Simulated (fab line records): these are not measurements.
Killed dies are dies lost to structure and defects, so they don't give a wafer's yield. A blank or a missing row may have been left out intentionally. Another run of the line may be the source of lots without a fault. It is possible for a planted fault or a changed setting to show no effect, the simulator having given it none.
8D (eight disciplines) problem report, filled in by code + flow sfqLine + the parts of the form that need people (team, actions taken, sign-off) are left out

1. THE ISSUE
Wafers free of any fault read 0.889 ohm/sq (standard deviation 0.0083) for M2_NB_RS at SFQ_M2_RS_MEAS_914, against a mean of 0.469 ohm/sq on 3 wafers of 2 lots. That puts it -51 standard deviations away from the usual mean.
The step: measures by four-point-probe.
First seen on wafer L881.2, day 32 09:22, on filmMetro-01. At this step, 42 wafers from 14 lots have a number in the record. Rule for "out" (also "out of limits"): further than 4 standard deviations from the usual mean. All remaining wafers that have a number are taken as sound.

2. WHAT IT IS, WHAT IT ISN'T
| question                    | is                         | is not                                                                                 |
|-----------------------------|----------------------------|----------------------------------------------------------------------------------------|
| which readings at this step | M2_NB_RS                   | -                                                                                      |
| which lots                  | L881, L882                 | L864, L866, L867, L868, L871, L872, L873, L874, L877, L885, L886, L887                 |
| which wafers of those lots  | L881.2, L881.5, L882.5     | L881.1, L882.1, L882.3                                                                 |
| read on which gauges        | filmMetro-01, filmMetro-03 | filmMetro-04                                                                           |
| when                        | from day 32 09:22          | up to then (28 sound wafers); but 11 sound wafers of L882, L885, L886, L887 came after |

3. THE SUSPECTS, EACH WITH WHAT RULES IT OUT
Counting: a tool at a process step up to the reading stays a suspect if it ran every lot that is out. Sound lots after the first of them don't rule it out here, since some wafers of a struck lot are sound.
- the gauge at SFQ_M2_RS_MEAS_914 has been ruled out. Those wafers that are out were read across 2 gauges (filmMetro-01, filmMetro-03).
- pvdSputter-06 at SFQ_TRILAYER_M2_DEP_SPUTTER_055 (material Nb, target thk 200 nm, time 133.3 s): kept. It processed each lot that is out (first: L881, day 32 09:17); up to then, its last sound lot is L872 (day 29 16:31).
Left after counting: pvdSputter-06 at SFQ_TRILAYER_M2_DEP_SPUTTER_055.

4. THE CAUSE (what the simulator had put in)
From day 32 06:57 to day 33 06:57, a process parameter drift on pvdSputter-06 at SFQ_TRILAYER_M2_DEP_SPUTTER_055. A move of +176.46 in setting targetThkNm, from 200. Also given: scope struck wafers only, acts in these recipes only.
Only this tool survived the counting.

5. SEQUENCE OF EFFECTS, ordered by route
Each row: a reading where the mean over the struck wafers with a number is more than 3 standard deviations away from the usual. Only readings whose record carries a usual standard deviation are examined. hours: median over the lots of the time between each lot's start at the first step of this table that gives one and its start at this step. sigmas: the change, counted in usual standard deviations.
| hours | step                                | reading      | usual        | on struck wafers | change | sigmas |
|-------|-------------------------------------|--------------|--------------|------------------|--------|--------|
| 0     | SFQ_M2_RS_MEAS_914                  | M2_NB_RS     | 0.889 ohm/sq | 0.469            | -0.420 | -51    |
| 148   | SFQ_TRILAYER_M2_ETCH_METAL_ETCH_060 | oesProductAu | 0.895 a.u.   | 1.012            | +0.117 | +17    |
Its process steps:
- SFQ_TRILAYER_M2_ETCH_METAL_ETCH_060: etches Nb in Cl2/Ar, stops on SiO2, target depth 240 nm, time 120 s.

6. HOW IT WOULD HAVE BEEN CAUGHT EARLIER
2 hours passed between the start of the fault at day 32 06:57 and the first reading out of limits at a measuring or inspecting step in this record, taken at day 32 09:22.
An alarm limit of 4 standard deviations would not have fired on the tool readings at SFQ_TRILAYER_M2_DEP_SPUTTER_055 for which the record gives a usual standard deviation, since none of them was out on any struck wafer.
Of the lots that are out (2), L882 began SFQ_TRILAYER_M2_DEP_SPUTTER_055 on pvdSputter-06 after day 32 09:22. Had the tool been put on hold then, it would have been spared.
